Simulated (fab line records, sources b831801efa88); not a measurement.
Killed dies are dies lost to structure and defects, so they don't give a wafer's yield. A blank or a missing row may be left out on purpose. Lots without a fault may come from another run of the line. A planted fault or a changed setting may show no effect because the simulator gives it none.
fab line records | flow gf180mcu
record lots=5 wafers=15 last_day=34
route steps=602 shown HV_LDD@194
lots that met no fault: from a run of the same line without faults
start_h: hours from the record's first day to the start of the lot's first wafer shown | wait_h: hours since the lot's step before | " the same as in the row above | L1.1+2: a row that stands for several wafers | - no value, or no start given | * or withheld: withheld | < > ~ a bound
route shown NAME@n: a module of which the file shows steps, and the number in the route of the first | usual: mean/standard deviation of fault-free wafers | same: alike in all rows | chamber/n: place in a boat | sites: the reading at each site | _std_site: their standard deviation | _edge_site: outer sites' mean less inner sites' | radius_mm: how far each site lies from the wafer's centre | mask NAME#n: copy n | behind: the tool/chamber that last shaped the wafer | hold: why the lot was held/for how many hours/how that ended | device: the transistor (n, p or np) that didn't switch | end of line: the same wafers' tests at the end of the route | a step without rows: its recipe alone | killed: dies lost to structure and defects at the first sort, not the wafer's yield | map: a wafer's dies, x killed, . not, _ none there
set.NAME: the setting as run; set.NAME@STEP: as run at that earlier step | model.NAME: the simulator's own value behind a step, which no gauge read
lots at some steps of the route; a table a step, a row a wafer
services: from which hour (start_h, from the record's first day; less than 0 if before it) a tool's chamber was out of use, for how many hours, and why
## steps
# step GF_HV_LDD_DEVELOP_18
# recipe develop_time_s=60 dev_temp_c=23
# usual developer_temp_C=22.99/0.094
# columns lot.wafer tool chamber start_h wait_h developer_temp_C
L076.2 litho_track-02 0 246.61 0.1 22.87
L076.4 " 0 " " 22.93
L076.5 " 0 " " 22.88
L083.1 litho_track-03 0 305.27 0.1 23.07
L083.2 " 0 " " 22.99
L083.6 " 0 " " 23.08
L093.2 litho_track-01 0 383.41 0.1 23.05
L093.3 " 0 " " 23.01
L093.5 " 0 " " 23.22
L096.1 litho_track-02 0 405.63 0.1 23.12
L096.2 " 0 " " 23.12
L096.6 " 0 " " 23.06
L097.3 litho_track-03 0 407.36 0.1 22.99
L097.4 " 0 " " 23.04
L097.6 " 0 " " 23.10
# step GF_HV_LDD_CD_MEAS_19
# recipe target_cd_nm=400
# usual cd_nm=401.0/2.7
# columns lot.wafer tool chamber start_h wait_h cd_nm
L076.2 cd_sem-02 - 246.75 0.1 406.8
L076.4 " - " " 406.7
L076.5 " - " " 407.5
L083.1 cd_sem-02 - 305.42 0.1 399.7
L083.2 " - " " 397.7
L083.6 " - " " 399.1
L093.2 cd_sem-01 - 383.55 0.1 399.2
L093.3 " - " " 402.0
L093.5 " - " " 401.8
L096.1 cd_sem-02 - 405.78 0.1 398.0
L096.2 " - " " 398.7
L096.6 " - " " 399.3
L097.3 cd_sem-01 - 407.50 0.1 397.5
L097.4 " - " " 397.0
L097.6 " - " " 400.7
# step GF_HV_LDD_OVL_MEAS_20
# usual HV_LDD_01_OVL=1.1/1.3
# columns lot.wafer tool chamber start_h wait_h HV_LDD_01_OVL[nm]
L076.2 overlay-02 - 246.86 0.1 0.0
L076.4 " - " " 0.1
L076.5 " - " " 1.6
L083.1 overlay-01 - 305.54 0.1 0.9
L083.2 " - " " 2.0
L083.6 " - " " 1.5
L093.2 overlay-02 - 383.66 0.1 -1.0
L093.3 " - " " 0.2
L093.5 " - " " -0.6
L096.1 overlay-01 - 405.90 0.1 1.0
L096.2 " - " " 0.4
L096.6 " - " " -1.9
L097.3 overlay-02 - 407.60 0.1 2.4
L097.4 " - " " -0.2
L097.6 " - " " 0.8
# step GF_HV_LDD_IMPLANT_21
# recipe species=BF2 energy_kev=25 dose_cm2=5e+13 tilt_deg=7
# columns lot.wafer tool chamber start_h wait_h
L076.2+4+5 implanter-03 0 246.91 0.0
L083.1+2+6 implanter-04 0 305.57 0.0
L093.2+3+5 implanter-03 0 383.71 0.0
L096.1+2+6 implanter-04 0 405.93 0.0
L097.3+4+6 implanter-04 0 407.67 0.1
# step GF_HV_LDD_STRIP_22
# recipe chemistry=O2/N2 power_w=1400 pressure_mtorr=1500 platen_temp_c=250 o2_flow_sccm=3000 n2_flow_sccm=300 overash_fraction=0.5
# usual drypump_motor_current_A=6.00/0.2 heater_power_w=337/23 oes_product_au=0.716/0.0045 strip_time_to_endpoint_s=12.63/0.037
# columns lot.wafer tool chamber start_h wait_h drypump_motor_current_A heater_power_w oes_product_au rf_hours_counter_h strip_time_to_endpoint_s
L076.2 plasma_asher-03 1 247.04 0.1 5.71 382 0.723 15 12.61
L076.4 " 1 " " 5.68 382 0.711 - 12.63
L076.5 " 1 " " 5.68 368 0.716 - 12.66
L083.1 plasma_asher-03 0 305.72 0.1 6.26 315 0.709 21 12.61
L083.2 " 1 " " 5.72 370 0.715 21 12.59
L083.6 " 0 " " 6.25 311 0.721 - 12.60
L093.2 plasma_asher-04 1 383.84 0.1 6.11 321 0.722 60 12.60
L093.3 " 1 " " 6.11 307 0.718 - 12.64
L093.5 " 0 " " 5.86 342 0.722 - 12.66
L096.1 plasma_asher-02 1 406.08 0.1 6.14 337 0.714 77 12.65
L096.2 " 0 " " 6.05 337 0.708 77 12.66
L096.6 " 0 " " 6.06 346 0.715 - 12.60
L097.3 plasma_asher-04 1 407.80 0.1 6.10 316 0.717 - 12.64
L097.4 " 0 " " 5.85 351 0.706 - 12.63
L097.6 " 0 " " 5.84 346 0.713 - 12.61
# step GF_HV_LDD_TW_MEAS_23
# usual HV_LDD_2_TW=1051/13
# columns lot.wafer tool chamber start_h wait_h HV_LDD_2_TW
L076.2 film_metro-01 - 247.15 0.1 1044
L076.4 " - " " 1042
L076.5 " - " " 1044
L083.1 film_metro-03 - 305.82 0.1 1040
L083.2 " - " " 1047
L083.6 " - " " 1040
L093.2 film_metro-04 - 383.95 0.1 1074
L093.3 " - " " 1072
L093.5 " - " " 1073
L096.1 film_metro-04 - 406.18 0.1 1064
L096.2 " - " " 1072
L096.6 " - " " 1075
L097.3 film_metro-01 - 407.89 0.1 1036
L097.4 " - " " 1040
L097.6 " - " " 1036
# step GF_HV_LDD_DEHYDRATE_24
# recipe temp_c=200 time_s=60
# usual plate_temp_C=200.00/0.16
# columns lot.wafer tool chamber start_h wait_h plate_temp_C
L076.2 litho_track-03 0 256.34 9.2 200.07
L076.4 " 0 " " 200.06
L076.5 " 0 " " 200.22
L083.1 litho_track-02 0 315.53 9.7 200.09
L083.2 " 0 " " 200.02
L083.6 " 0 " " 200.02
L093.2 litho_track-03 0 394.24 10.3 200.08
L093.3 " 0 " " 200.23
L093.5 " 0 " " 200.09
L096.1 litho_track-03 0 417.16 11.0 199.85
L096.2 " 0 " " 200.12
L096.6 " 0 " " 199.77
L097.3 litho_track-03 0 418.81 10.9 199.71
L097.4 " 0 " " 200.13
L097.6 " 0 " " 199.91
# step GF_HV_LDD_HMDS_25
# recipe prime_time_s=60 prime_temp_c=120
# columns lot.wafer tool chamber start_h wait_h
L076.2+4+5 litho_track-03 0 256.49 0.1
L083.1+2+6 litho_track-02 0 315.68 0.1
L093.2+3+5 litho_track-03 0 394.39 0.1
L096.1+2+6 litho_track-03 0 417.31 0.1
L097.3+4+6 litho_track-03 0 418.96 0.1
# step GF_HV_LDD_COAT_26
# recipe resist=NOVOLAK spin_rpm=3000 resist_thk_nm=1000
# columns lot.wafer tool chamber start_h wait_h
L076.2+4+5 litho_track-03 0 256.64 0.1
L083.1+2+6 litho_track-02 0 315.83 0.1
L093.2+3+5 litho_track-03 0 394.54 0.1
L096.1+2+6 litho_track-03 0 417.46 0.1
L097.3+4+6 litho_track-03 0 419.11 0.1
# step GF_HV_LDD_SOFTBAKE_27
# recipe temp_c=90 time_s=60 resist=NOVOLAK
# usual plate_temp_C=90.05/0.13
# columns lot.wafer tool chamber start_h wait_h plate_temp_C
L076.2 litho_track-03 0 256.79 0.1 90.07
L076.4 " 0 " " 90.18
L076.5 " 0 " " 90.07
L083.1 litho_track-02 0 315.98 0.1 90.20
L083.2 " 0 " " 90.09
L083.6 " 0 " " 90.07
L093.2 litho_track-03 0 394.69 0.1 90.15
L093.3 " 0 " " 90.31
L093.5 " 0 " " 90.07
L096.1 litho_track-03 0 417.61 0.1 89.80
L096.2 " 0 " " 89.98
L096.6 " 0 " " 89.95
L097.3 litho_track-03 0 419.26 0.1 90.21
L097.4 " 0 " " 90.18
L097.6 " 0 " " 89.91
# step GF_HV_LDD_EXPOSE_28
# recipe mask_id=Nplus_HV_AREA target_cd_nm=400 na=0.6 source_shape=conventional sigma_outer=0.6 dose_mj=140
# same sigma_outer=0.6
# columns lot.wafer tool chamber start_h wait_h mask
L076.2+4+5 iline_stepper-02 0 - - Nplus_HV_AREA#0
L083.1+2+6 iline_stepper-02 0 - - Nplus_HV_AREA#0
L093.2+3+5 iline_stepper-02 0 - - Nplus_HV_AREA#0
L096.1+2+6 iline_stepper-02 0 - - Nplus_HV_AREA#0
L097.3+4+6 iline_stepper-01 0 - - Nplus_HV_AREA#0
# step GF_HV_LDD_PEB_29
# recipe temp_c=withheld time_s=* resist=NOVOLAK
# columns lot.wafer tool chamber start_h wait_h
L076.2+4+5 litho_track-03 0 - -
L083.1+2+6 litho_track-01 0 - -
L093.2+3+5 litho_track-02 0 - -
L096.1+2+6 litho_track-03 0 - -
L097.3+4+6 litho_track-02 0 - -
# step GF_HV_LDD_DEVELOP_30
# recipe develop_time_s=60 dev_temp_c=23
# usual developer_temp_C=23.02/0.092
# columns lot.wafer tool chamber start_h wait_h developer_temp_C
L076.2 litho_track-03 0 265.69 0.1 23.00
L076.4 " 0 " " 23.04
L076.5 " 0 " " 22.94
L083.1 litho_track-01 0 326.13 0.1 23.00
L083.2 " 0 " " 23.09
L083.6 " 0 " " 22.99
L093.2 litho_track-02 0 405.95 0.1 23.01
L093.3 " 0 " " 23.12
L093.5 " 0 " " 22.95
L096.1 litho_track-03 0 429.36 0.1 22.93
L096.2 " 0 " " 22.85
L096.6 " 0 " " 22.97
L097.3 litho_track-02 0 431.23 0.1 23.02
L097.4 " 0 " " 23.03
L097.6 " 0 " " 23.05
# step GF_HV_LDD_CD_MEAS_31
# recipe target_cd_nm=400
# usual cd_nm=400.4/2
# columns lot.wafer tool chamber start_h wait_h cd_nm
L076.2 cd_sem-02 - 265.84 0.1 401.6
L076.4 " - " " 401.6
L076.5 " - " " 400.5
L083.1 cd_sem-02 - 326.28 0.1 401.7
L083.2 " - " " 401.8
L083.6 " - " " 400.7
L093.2 cd_sem-01 - 406.10 0.1 397.8
L093.3 " - " " 396.7
L093.5 " - " " 397.7
L096.1 cd_sem-02 - 429.51 0.1 397.9
L096.2 " - " " 399.2
L096.6 " - " " 398.6
L097.3 cd_sem-02 - 431.37 0.1 398.1
L097.4 " - " " 399.7
L097.6 " - " " 399.1
# step GF_HV_LDD_OVL_MEAS_32
# usual HV_LDD_02_OVL=0.0/1.2
# columns lot.wafer tool chamber start_h wait_h HV_LDD_02_OVL[nm]
L076.2 overlay-01 - 265.94 0.1 0.3
L076.4 " - " " -0.1
L076.5 " - " " 0.7
L083.1 overlay-02 - 326.40 0.1 -0.3
L083.2 " - " " -1.0
L083.6 " - " " 0.9
L093.2 overlay-01 - 406.20 0.1 -2.2
L093.3 " - " " -1.0
L093.5 " - " " 0.0
L096.1 overlay-02 - 429.63 0.1 1.4
L096.2 " - " " -0.2
L096.6 " - " " -0.5
L097.3 overlay-02 - 431.46 0.1 -1.0
L097.4 " - " " -1.5
L097.6 " - " " 0.5
# step GF_HV_LDD_IMPLANT_33
# recipe species=P energy_kev=60 dose_cm2=7.5e+12 tilt_deg=30 rotation_deg=0
# columns lot.wafer tool chamber start_h wait_h
L076.2+4+5 implanter-04 0 266.00 0.0
L083.1+2+6 implanter-03 0 326.44 0.0
L093.2+3+5 implanter-02 0 406.26 0.0
L096.1+2+6 implanter-03 0 429.67 0.0
L097.3+4+6 implanter-04 0 431.53 0.1
# step GF_HV_LDD_IMPLANT_34
# recipe species=P energy_kev=60 dose_cm2=7.5e+12 tilt_deg=30 rotation_deg=90
# columns lot.wafer tool chamber start_h wait_h
L076.2+4+5 implanter-04 0 266.15 0.1
L083.1+2+6 implanter-03 0 326.59 0.1
L093.2+3+5 implanter-02 0 406.41 0.1
L096.1+2+6 implanter-03 0 429.82 0.1
L097.3+4+6 implanter-04 0 431.68 0.1
# step GF_HV_LDD_IMPLANT_35
# recipe species=P energy_kev=60 dose_cm2=7.5e+12 tilt_deg=30 rotation_deg=180
# columns lot.wafer tool chamber start_h wait_h
L076.2+4+5 implanter-04 0 266.30 0.1
L083.1+2+6 implanter-03 0 326.74 0.1
L093.2+3+5 implanter-02 0 406.56 0.1
L096.1+2+6 implanter-03 0 429.97 0.1
L097.3+4+6 implanter-04 0 431.83 0.1
# step GF_HV_LDD_IMPLANT_36
# recipe species=P energy_kev=60 dose_cm2=7.5e+12 tilt_deg=30 rotation_deg=270
# columns lot.wafer tool chamber start_h wait_h
L076.2+4+5 implanter-04 0 266.45 0.1
L083.1+2+6 implanter-03 0 326.89 0.1
L093.2+3+5 implanter-02 0 406.71 0.1
L096.1+2+6 implanter-03 0 430.12 0.1
L097.3+4+6 implanter-04 0 431.98 0.1
# step GF_HV_LDD_STRIP_37
# recipe chemistry=O2/N2 power_w=1400 pressure_mtorr=1500 platen_temp_c=250 o2_flow_sccm=3000 n2_flow_sccm=300 overash_fraction=0.5
# usual drypump_motor_current_A=6.04/0.15 heater_power_w=336/17 oes_product_au=0.716/0.0051 strip_time_to_endpoint_s=12.63/0.035
# columns lot.wafer tool chamber start_h wait_h drypump_motor_current_A heater_power_w oes_product_au rf_hours_counter_h strip_time_to_endpoint_s
L076.2 plasma_asher-04 1 266.57 0.1 6.12 318 0.717 46 12.67
L076.4 " 0 " " 5.87 336 0.723 - 12.67
L076.5 " 1 " " 6.14 318 0.708 - 12.63
L083.1 plasma_asher-03 0 327.04 0.1 6.26 310 0.706 23 12.62
L083.2 " 1 " " 5.73 366 0.708 23 12.62
L083.6 " 1 " " 5.72 376 0.721 - 12.58
L093.2 plasma_asher-04 1 406.83 0.1 6.12 324 0.715 62 12.61
L093.3 " 0 " " 5.86 356 0.713 - 12.64
L093.5 " 0 " " 5.87 342 0.717 - 12.67
L096.1 plasma_asher-02 0 430.27 0.1 6.05 333 0.717 0 12.60
L096.2 " 1 " " 6.13 322 0.707 0 12.62
L096.6 " 0 " " 6.05 339 0.731 - 12.61
L097.3 plasma_asher-04 1 432.12 0.1 6.12 314 0.710 - 12.64
L097.4 " 0 " " 5.86 339 0.719 - 12.63
L097.6 " 0 " " 5.86 336 0.712 - 12.65
# step GF_HV_LDD_TW_MEAS_38
# usual HV_LDD_3_TW=1433/20
# columns lot.wafer tool chamber start_h wait_h HV_LDD_3_TW
L076.2 film_metro-01 - 266.68 0.1 1420
L076.4 " - " " 1426
L076.5 " - " " 1420
L083.1 film_metro-03 - 327.14 0.1 1419
L083.2 " - " " 1423
L083.6 " - " " 1412
L093.2 film_metro-03 - 406.94 0.1 1418
L093.3 " - " " 1419
L093.5 " - " " 1422
L096.1 film_metro-04 - 430.37 0.1 1459
L096.2 " - " " 1463
L096.6 " - " " 1459
L097.3 film_metro-03 - 432.20 0.1 1429
L097.4 " - " " 1432
L097.6 " - " " 1431
# step GF_HV_LDD_DEHYDRATE_39
# recipe temp_c=200 time_s=60
# usual plate_temp_C=199.99/0.15
# columns lot.wafer tool chamber start_h wait_h plate_temp_C
L076.2 litho_track-02 0 275.71 9.0 199.82
L076.4 " 0 " " 199.93
L076.5 " 0 " " 199.72
L083.1 litho_track-02 0 336.93 9.8 200.16
L083.2 " 0 " " 199.74
L083.6 " 0 " " 199.94
L093.2 litho_track-01 0 418.26 11.3 200.02
L093.3 " 0 " " 200.14
L093.5 " 0 " " 200.00
L096.1 litho_track-03 0 442.01 11.6 199.94
L096.2 " 0 " " 199.98
L096.6 " 0 " " 200.10
L097.3 litho_track-01 0 443.53 11.3 199.97
L097.4 " 0 " " 200.06
L097.6 " 0 " " 199.94
# step GF_HV_LDD_HMDS_40
# recipe prime_time_s=60 prime_temp_c=120
# columns lot.wafer tool chamber start_h wait_h
L076.2+4+5 litho_track-02 0 275.86 0.1
L083.1+2+6 litho_track-02 0 337.08 0.1
L093.2+3+5 litho_track-01 0 418.41 0.1
L096.1+2+6 litho_track-03 0 442.16 0.1
L097.3+4+6 litho_track-01 0 443.68 0.1
# step GF_HV_LDD_COAT_41
# recipe resist=NOVOLAK spin_rpm=3000 resist_thk_nm=1000
# columns lot.wafer tool chamber start_h wait_h
L076.2+4+5 litho_track-02 0 276.01 0.1
L083.1+2+6 litho_track-02 0 337.23 0.1
L093.2+3+5 litho_track-01 0 418.56 0.1
L096.1+2+6 litho_track-03 0 442.31 0.1
L097.3+4+6 litho_track-01 0 443.83 0.1
# step GF_HV_LDD_SOFTBAKE_42
# recipe temp_c=90 time_s=60 resist=NOVOLAK
# usual plate_temp_C=89.96/0.12
# columns lot.wafer tool chamber start_h wait_h plate_temp_C
L076.2 litho_track-02 0 276.16 0.1 89.91
L076.4 " 0 " " 89.91
L076.5 " 0 " " 89.72
L083.1 litho_track-02 0 337.38 0.1 89.98
L083.2 " 0 " " 90.10
L083.6 " 0 " " 90.16
L093.2 litho_track-01 0 418.71 0.1 89.85
L093.3 " 0 " " 89.86
L093.5 " 0 " " 90.02
L096.1 litho_track-03 0 442.46 0.1 90.01
L096.2 " 0 " " 90.05
L096.6 " 0 " " 90.03
L097.3 litho_track-01 0 443.98 0.1 89.98
L097.4 " 0 " " 89.96
L097.6 " 0 " " 89.89
# step GF_HV_LDD_EXPOSE_43
# recipe mask_id=Pplus_HV_AREA target_cd_nm=400 na=0.6 source_shape=conventional sigma_outer=0.6 dose_mj=140
# same sigma_outer=0.6
# columns lot.wafer tool chamber start_h wait_h mask
L076.2+4+5 iline_stepper-01 0 - - Pplus_HV_AREA#0
L083.1+2+6 iline_stepper-01 0 - - Pplus_HV_AREA#0
L093.2+3+5 iline_stepper-01 0 - - Pplus_HV_AREA#0
L096.1+2+6 iline_stepper-01 0 - - Pplus_HV_AREA#0
L097.3+4+6 iline_stepper-01 0 - - Pplus_HV_AREA#0
# step GF_HV_LDD_PEB_44
# recipe temp_c=withheld time_s=* resist=NOVOLAK
# columns lot.wafer tool chamber start_h wait_h
L076.2+4+5 litho_track-03 0 - -
L083.1+2+6 litho_track-01 0 - -
L093.2+3+5 litho_track-02 0 - -
L096.1+2+6 litho_track-02 0 - -
L097.3+4+6 litho_track-01 0 - -
# step GF_HV_LDD_DEVELOP_45
# recipe develop_time_s=60 dev_temp_c=23
# usual developer_temp_C=23.01/0.11
# columns lot.wafer tool chamber start_h wait_h developer_temp_C
L076.2 litho_track-03 0 285.99 0.1 23.04
L076.4 " 0 " " 23.06
L076.5 " 0 " " 23.01
L083.1 litho_track-01 0 347.08 0.1 23.05
L083.2 " 0 " " 23.05
L083.6 " 0 " " 23.11
L093.2 litho_track-02 0 430.60 0.1 23.19
L093.3 " 0 " " 23.32
L093.5 " 0 " " 23.04
L096.1 litho_track-02 0 454.88 0.1 23.00
L096.2 " 0 " " 22.91
L096.6 " 0 " " 22.93
L097.3 litho_track-01 0 456.33 0.1 23.04
L097.4 " 0 " " 23.05
L097.6 " 0 " " 23.13
# step GF_HV_LDD_CD_MEAS_46
# recipe target_cd_nm=400
# usual cd_nm=400.2/2.3
# columns lot.wafer tool chamber start_h wait_h cd_nm
L076.2 cd_sem-02 - 286.14 0.1 402.3
L076.4 " - " " 402.2
L076.5 " - " " 402.2
L083.1 cd_sem-02 - 347.23 0.1 399.9
L083.2 " - " " 397.6
L083.6 " - " " 397.8
L093.2 cd_sem-01 - 430.75 0.1 402.7
L093.3 " - " " 404.5
L093.5 " - " " 403.6
L096.1 cd_sem-02 - 455.03 0.1 402.6
L096.2 " - " " 399.7
L096.6 " - " " 398.9
L097.3 cd_sem-01 - 456.47 0.1 395.3
L097.4 " - " " 398.5
L097.6 " - " " 396.6
# step GF_HV_LDD_OVL_MEAS_47
# usual HV_LDD_03_OVL=0.8/1.3
# columns lot.wafer tool chamber start_h wait_h HV_LDD_03_OVL[nm]
L076.2 overlay-01 - 286.24 0.1 0.2
L076.4 " - " " 1.1
L076.5 " - " " 1.0
L083.1 overlay-01 - 347.35 0.1 0.9
L083.2 " - " " 1.6
L083.6 " - " " 1.0
L093.2 overlay-01 - 430.85 0.1 0.2
L093.3 " - " " 1.5
L093.5 " - " " 1.4
L096.1 overlay-02 - 455.15 0.1 2.3
L096.2 " - " " 1.0
L096.6 " - " " 1.4
L097.3 overlay-02 - 456.56 0.1 -0.8
L097.4 " - " " 0.0
L097.6 " - " " 0.8
# step GF_HV_LDD_IMPLANT_48
# recipe species=B energy_kev=25 dose_cm2=3e+13 tilt_deg=7
# columns lot.wafer tool chamber start_h wait_h
L076.2+4+5 implanter-03 0 286.30 0.0
L083.1+2+6 implanter-03 0 347.39 0.0
L093.2+3+5 implanter-04 0 430.91 0.0
L096.1+2+6 implanter-02 0 455.18 0.0
L097.3+4+6 implanter-02 0 456.64 0.1
# step GF_HV_LDD_STRIP_49
# recipe chemistry=O2/N2 power_w=1400 pressure_mtorr=1500 platen_temp_c=250 o2_flow_sccm=3000 n2_flow_sccm=300 overash_fraction=0.5
# usual drypump_motor_current_A=6.01/0.18 heater_power_w=334/20 oes_product_au=0.716/0.0042 strip_time_to_endpoint_s=12.628/0.03
# columns lot.wafer tool chamber start_h wait_h drypump_motor_current_A heater_power_w oes_product_au rf_hours_counter_h strip_time_to_endpoint_s
L076.2 plasma_asher-02 1 286.42 0.1 6.11 331 0.712 65 12.629
L076.4 " 0 " " 6.04 339 0.719 - 12.628
L076.5 " 1 " " 6.08 334 0.706 - 12.650
L083.1 plasma_asher-04 1 347.54 0.1 6.09 304 0.717 55 12.651
L083.2 " 0 " " 5.86 348 0.718 55 12.631
L083.6 " 0 " " 5.87 339 0.709 - 12.638
L093.2 plasma_asher-03 1 431.03 0.1 5.68 366 0.725 35 12.659
L093.3 " 0 " " 6.24 309 0.715 - 12.633
L093.5 " 1 " " 5.69 369 0.717 - 12.667
L096.1 plasma_asher-02 1 455.33 0.1 6.15 325 0.717 3 12.610
L096.2 " 0 " " 6.03 343 0.717 3 12.588
L096.6 " 1 " " 6.15 337 0.717 - 12.600
L097.3 plasma_asher-04 1 456.77 0.1 6.15 321 0.714 - 12.592
L097.4 " 0 " " 5.88 350 0.715 - 12.648
L097.6 " 1 " " 6.12 326 0.715 - 12.637
# step GF_HV_LDD_TW_MEAS_50
# usual HV_LDD_4_TW=568/8.1
# columns lot.wafer tool chamber start_h wait_h HV_LDD_4_TW
L076.2 film_metro-01 - 286.53 0.1 565
L076.4 " - " " 566
L076.5 " - " " 566
L083.1 film_metro-01 - 347.64 0.1 563
L083.2 " - " " 557
L083.6 " - " " 564
L093.2 film_metro-01 - 431.14 0.1 565
L093.3 " - " " 562
L093.5 " - " " 566
L096.1 film_metro-04 - 455.43 0.1 579
L096.2 " - " " 578
L096.6 " - " " 575
L097.3 film_metro-04 - 456.86 0.1 580
L097.4 " - " " 580
L097.6 " - " " 575
# step GF_HV_LDD_CLEAN_51
# recipe chemistry=SC1/SC2 mix=1:4:20 temp_c=70 time_s=150 dry=n2_spin
# usual temp_c=69.98/0.14
# columns lot.wafer tool chamber start_h wait_h temp_c
L076.2 wet_bench-04 2 286.58 0.0 70.05
L076.4 " 2 " " 69.91
L076.5 " 2 " " 70.10
L083.1 wet_bench-03 3 347.70 0.1 69.77
L083.2 " 3 " " 69.93
L083.6 " 3 " " 69.93
L093.2 wet_bench-04 0 431.19 0.0 70.25
L093.3 " 0 " " 70.01
L093.5 " 0 " " 70.15
L096.1 wet_bench-03 2 455.49 0.1 69.88
L096.2 " 2 " " 69.89
L096.6 " 2 " " 69.82
L097.3 wet_bench-03 2 456.90 0.0 69.93
L097.4 " 2 " " 69.85
L097.6 " 2 " " 69.80
# step GF_HV_LDD_RTA_52
# recipe temp_c=1000 time_s=10 ambient=N2
# usual lamp_power_pct=35.1/2.4 wafer_temp_C_max=1004.4/2
# columns lot.wafer tool chamber start_h wait_h lamp_power_pct wafer_temp_C_max
L076.2 rtp_anneal-01 0 286.64 0.0 32.7 1002.3
L076.4 " 0 " " 32.7 1002.5
L076.5 " 0 " " 32.6 1001.6
L083.1 rtp_anneal-02 0 347.75 0.0 37.5 1005.4
L083.2 " 0 " " 37.6 1005.7
L083.6 " 0 " " 37.6 1007.0
L093.2 rtp_anneal-01 0 431.26 0.0 32.7 1002.2
L093.3 " 0 " " 32.6 1001.9
L093.5 " 0 " " 32.7 1001.9
L096.1 rtp_anneal-01 0 455.54 0.0 32.7 1002.3
L096.2 " 0 " " 32.7 1002.7
L096.6 " 0 " " 32.7 1002.8
L097.3 rtp_anneal-01 0 456.97 0.0 32.7 1002.0
L097.4 " 0 " " 32.7 1002.8
L097.6 " 0 " " 32.6 1003.3
# step GF_HV_LDD_RS_MEAS_53
# recipe thk_meas_gauge=four-point-probe
# usual HV_LDD_RS=418.1/1
# columns lot.wafer tool chamber start_h wait_h HV_LDD_RS[ohm/sq]
L076.2 film_metro-01 - 286.72 0.1 417.4
L076.4 " - " " 418.2
L076.5 " - " " 417.6
L083.1 film_metro-03 - 347.82 0.1 417.0
L083.2 " - " " 415.7
L083.6 " - " " 416.8
L093.2 film_metro-03 - 431.33 0.1 416.5
L093.3 " - " " 416.1
L093.5 " - " " 415.9
L096.1 film_metro-03 - 455.61 0.1 419.1
L096.2 " - " " 418.0
L096.6 " - " " 417.7
L097.3 film_metro-01 - 457.05 0.1 416.8
L097.4 " - " " 418.4
L097.6 " - " " 417.5
# step GF_HV_LDD_CVD_54
# recipe material=SiO2 target_thk_nm=10 precursor=TEOS temp_c=680 time_s=75 pressure_mtorr=400
# usual susceptor_temp_C=680.0/0.31 zone_power_centre_pct=11.0/0.89
# columns lot.wafer tool chamber start_h wait_h susceptor_temp_C zone_power_centre_pct
L076.2 lpcvd-02 0 286.82 0.1 679.4 11.5
L076.4 " 0 " " 679.5 11.4
L076.5 " 0 " " 679.7 11.3
L083.1 lpcvd-02 0 347.94 0.1 679.6 11.4
L083.2 " 0 " " 679.1 11.4
L083.6 " 0 " " 680.0 11.4
L093.2 lpcvd-02 0 431.43 0.1 679.9 11.4
L093.3 " 0 " " 680.0 11.5
L093.5 " 0 " " 680.4 11.3
L096.1 lpcvd-02 1 455.73 0.1 680.5 10.8
L096.2 " 1 " " 680.8 10.8
L096.6 " 1 " " 680.1 10.8
L097.3 lpcvd-02 1 457.13 0.1 680.0 10.8
L097.4 " 1 " " 679.8 10.8
L097.6 " 1 " " 679.7 11.0
# step GF_HV_LDD_THK_MEAS_55
# recipe reads=SiO2_of_HV_LDD_CVD_54
# usual HV_LDD_CVD_54_THK=10.00/0.14
# columns lot.wafer tool chamber start_h wait_h HV_LDD_CVD_54_THK[nm]
L076.2 film_metro-03 - 287.85 0.0 10.06
L076.4 " - " " 9.95
L076.5 " - " " 9.96
L083.1 film_metro-04 - 348.96 0.0 10.10
L083.2 " - " " 10.18
L083.6 " - " " 10.13
L093.2 film_metro-01 - 432.46 0.0 9.90
L093.3 " - " " 9.96
L093.5 " - " " 9.81
L096.1 film_metro-03 - 456.75 0.0 10.02
L096.2 " - " " 10.00
L096.6 " - " " 9.97
L097.3 film_metro-01 - 458.17 0.0 10.03
L097.4 " - " " 9.97
L097.6 " - " " 10.21
# step GF_HV_LDD_CVD_56
# recipe material=Si3N4 precursor=DCS/NH3 target_thk_nm=90 temp_c=770 time_s=1543 pressure_mtorr=250
# usual susceptor_temp_C=769.9/0.31 zone_power_centre_pct=13.5/1.2
# columns lot.wafer tool chamber start_h wait_h susceptor_temp_C zone_power_centre_pct
L076.2 lpcvd-02 1 287.90 0.0 769.9 13.6
L076.4 " 1 " " 770.0 13.6
L076.5 " 1 " " 770.3 13.7
L083.1 lpcvd-02 0 349.02 0.1 769.6 14.4
L083.2 " 0 " " 769.7 14.6
L083.6 " 0 " " 769.5 14.4
L093.2 lpcvd-02 0 433.47 1.0 770.1 14.4
L093.3 " 0 " " 769.4 14.2
L093.5 " 0 " " 769.7 14.1
L096.1 lpcvd-01 0 456.81 0.1 769.8 11.6
L096.2 " 0 " " 769.8 11.7
L096.6 " 0 " " 770.0 11.5
L097.3 lpcvd-02 1 458.21 0.0 769.8 13.7
L097.4 " 1 " " 769.9 13.6
L097.6 " 1 " " 769.8 13.7
# step GF_HV_LDD_THK_MEAS_57
# recipe reads=Si3N4_of_HV_LDD_CVD_56
# usual HV_LDD_CVD_56_THK=89.8/0.87
# columns lot.wafer tool chamber start_h wait_h HV_LDD_CVD_56_THK[nm]
L076.2 film_metro-04 - 289.34 0.0 91.4
L076.4 " - " " 90.4
L076.5 " - " " 90.5
L083.1 film_metro-04 - 350.44 0.0 91.3
L083.2 " - " " 90.8
L083.6 " - " " 91.0
L093.2 film_metro-03 - 434.91 0.0 89.9
L093.3 " - " " 90.0
L093.5 " - " " 89.5
L096.1 film_metro-04 - 458.24 0.0 87.8
L096.2 " - " " 88.7
L096.6 " - " " 88.1
L097.3 film_metro-01 - 459.66 0.0 88.8
L097.4 " - " " 89.1
L097.6 " - " " 89.4
## services
# columns tool chamber start_h hours kind
wet_bench-03 - 229.40 5.1 repair
lpcvd-02 - 238.21 2.8 pm
iline_stepper-01 0 238.73 - calibration
implanter-03 - 248.52 7.3 repair
plasma_asher-03 - 280.59 2.9 repair
implanter-02 - 287.27 1.1 repair
iline_stepper-02 0 307.10 - calibration
plasma_asher-02 - 313.35 2.8 pm
plasma_asher-03 - 314.34 1.9 repair
implanter-02 - 323.68 4.1 repair
implanter-03 - 334.14 4.1 pm
wet_bench-04 - 337.74 1.5 repair
litho_track-01 - 338.25 - consumable_replace:filter
iline_stepper-02 - 352.05 1.7 pm
implanter-02 - 355.99 20.4 pm
implanter-04 - 370.69 4.0 repair
lpcvd-01 - 378.71 2.8 pm
plasma_asher-03 - 404.24 2.8 pm
implanter-03 - 417.40 0.5 repair
plasma_asher-04 - 419.58 0.6 repair
plasma_asher-02 - 421.25 9.0 pm
plasma_asher-02 0 421.25 9.0 vent_cycle
implanter-04 - 422.78 2.0 repair
iline_stepper-02 - 437.23 5.0 repair
## key
fault none
